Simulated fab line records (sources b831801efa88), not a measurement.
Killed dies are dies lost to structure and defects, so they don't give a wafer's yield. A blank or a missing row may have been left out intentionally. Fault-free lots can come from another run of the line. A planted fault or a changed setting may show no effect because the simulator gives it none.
Which tool is to blame? + flow sky130 + 14 lots with 42 wafers sampled at 2 steps, on a route of 708 steps

WHAT THE GAUGES READ, wafer by wafer
Not one reading of a measure or inspect step in the record can be checked against a usual standard deviation.

WHICH TOOL RAN EACH LOT (tool, then ch and the chambers of the sampled wafers, then the start)
| lot  | SKY_VIA4_SPUTTER_17          | SKY_PAD_OPEN_PROBE_99   |
|------|------------------------------|-------------------------|
| L949 | pvd_sputter-02, day 42 21:47 | -                       |
| L950 | pvd_sputter-04, day 43 02:34 | -                       |
| L951 | pvd_sputter-02, day 43 16:25 | -                       |
| L952 | pvd_sputter-02, day 43 18:17 | prober-01, day 46 15:39 |
| L954 | pvd_sputter-03, day 44 12:53 | -                       |
| L955 | pvd_sputter-02, day 44 13:32 | prober-02, day 47 09:37 |
| L957 | pvd_sputter-03, day 44 23:27 | -                       |
| L962 | pvd_sputter-04, day 46 11:22 | -                       |
| L964 | pvd_sputter-03, day 46 18:12 | -                       |
| L965 | pvd_sputter-02, day 46 23:31 | -                       |
| L968 | pvd_sputter-04, day 47 18:42 | -                       |
| L970 | pvd_sputter-02, day 48 07:19 | -                       |
| L971 | pvd_sputter-02, day 48 09:05 | -                       |
| L972 | pvd_sputter-02, day 48 14:20 | -                       |
- SKY_VIA4_SPUTTER_17: material TiN, target thk 20 nm, time 80 s.
- SKY_PAD_OPEN_PROBE_99

WHAT THE TOOLS THEMSELVES READ (means of the sampled wafers that have a number; where no wafer has one, the mark that the record gives instead)
SKY_VIA4_SPUTTER_17. Usual: throttle_valve_pct reads 29.7 % (standard deviation 0.81).
| lot  | tool           | throttle_valve_pct (%) | flag |
|------|----------------|------------------------|------|
| L949 | pvd_sputter-02 | 29.0                   |      |
| L950 | pvd_sputter-04 | 30.4                   |      |
| L951 | pvd_sputter-02 | 29.2                   |      |
| L952 | pvd_sputter-02 | 29.0                   |      |
| L954 | pvd_sputter-03 | 29.6                   |      |
| L955 | pvd_sputter-02 | 29.3                   |      |
| L957 | pvd_sputter-03 | 29.8                   |      |
| L962 | pvd_sputter-04 | 30.6                   |      |
| L964 | pvd_sputter-03 | 29.7                   |      |
| L965 | pvd_sputter-02 | 28.9                   |      |
| L968 | pvd_sputter-04 | 30.8                   |      |
| L970 | pvd_sputter-02 | 29.3                   |      |
| L971 | pvd_sputter-02 | 29.5                   |      |
| L972 | pvd_sputter-02 | 29.0                   |      |

SKY_PAD_OPEN_PROBE_99. Usual: defect_limited_yield 82.5 %, standard deviation 1.7; killed_at_M0_to_M3 42, standard deviation 6.1; killed_at_M4_up 3.1, standard deviation 1.7; killed_at_contacts 24, standard deviation 5.5; killed_at_front_end 16, standard deviation 4.1; killed_at_other 0.3, standard deviation 0.57; killed_dies 86, standard deviation 8.2; killed_open 47, standard deviation 6.8; killed_short 38, standard deviation 5.8; sort_bin_3_pad_short 0.8 %, standard deviation 0.42; sort_bin_5_function 10.2 %, standard deviation 1.3; sort_bin_6_memory 6.4 %, standard deviation 1; sort_n_pass 406, standard deviation 8.2; sort_yield_pct 82.5 %, standard deviation 1.7.
| lot  | tool      | defect_limited_yield (%) | killed_at_M0_to_M3 | killed_at_M4_up | killed_at_contacts | killed_at_front_end | killed_at_other | killed_dies | killed_open | killed_short | sort_bin_3_pad_short (%) | sort_bin_5_function (%) | sort_bin_6_memory (%) | sort_n_pass | sort_yield_pct (%) | flag |
|------|-----------|--------------------------|--------------------|-----------------|--------------------|---------------------|-----------------|-------------|-------------|--------------|--------------------------|-------------------------|-----------------------|-------------|--------------------|------|
| L952 | prober-01 | 80.4                     | 52                 | 11.0            | 17                 | 16                  | 0.3             | 96          | 47          | 41           | 1.3                      | 11.6                    | 6.7                   | 396         | 80.4               | OFF  |
| L955 | prober-02 | 79.7                     | 43                 | 12.0            | 28                 | 17                  | 0.0             | 100         | 49          | 42           | 0.7                      | 11.7                    | 7.8                   | 392         | 79.7               | OFF  |

THE ANSWER, worked out from the rows above alone
Rule: a lot is off if the mean of its wafers that have a number lies more than 3 standard deviations from the usual mean. A lot without any number at a reading at which 4 lots or more have one is off too. Any other lot the step has rows for is counted as sound. After the gauges, taken in route order, come the tools' own readings; for these a lot's mean is taken, as printed above. The first step at which some lot is off is used, and at that step the reading that is off furthest; a lot without a number counts as furthest.
Off at SKY_PAD_OPEN_PROBE_99 (killed_at_M4_up): L952, L955. Neither off nor sound, because the step has no rows for them: L949, L950, L951, L954, L957, L962, L964, L965, L968, L970, L971, L972.
If a tool, at that step or one of the process steps before it, ran each lot that is off and ran no sound lot following the first of them, it fits. One candidate fits, namely pvd_sputter-02 at SKY_VIA4_SPUTTER_17. It ran no sound lot before its first lot that is off in this sample, so the start can't be narrowed down.

WHAT THE SIMULATOR PUT IN
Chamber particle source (pvd_sputter-02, SKY_VIA4_SPUTTER_17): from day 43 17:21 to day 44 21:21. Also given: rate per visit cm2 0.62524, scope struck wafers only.
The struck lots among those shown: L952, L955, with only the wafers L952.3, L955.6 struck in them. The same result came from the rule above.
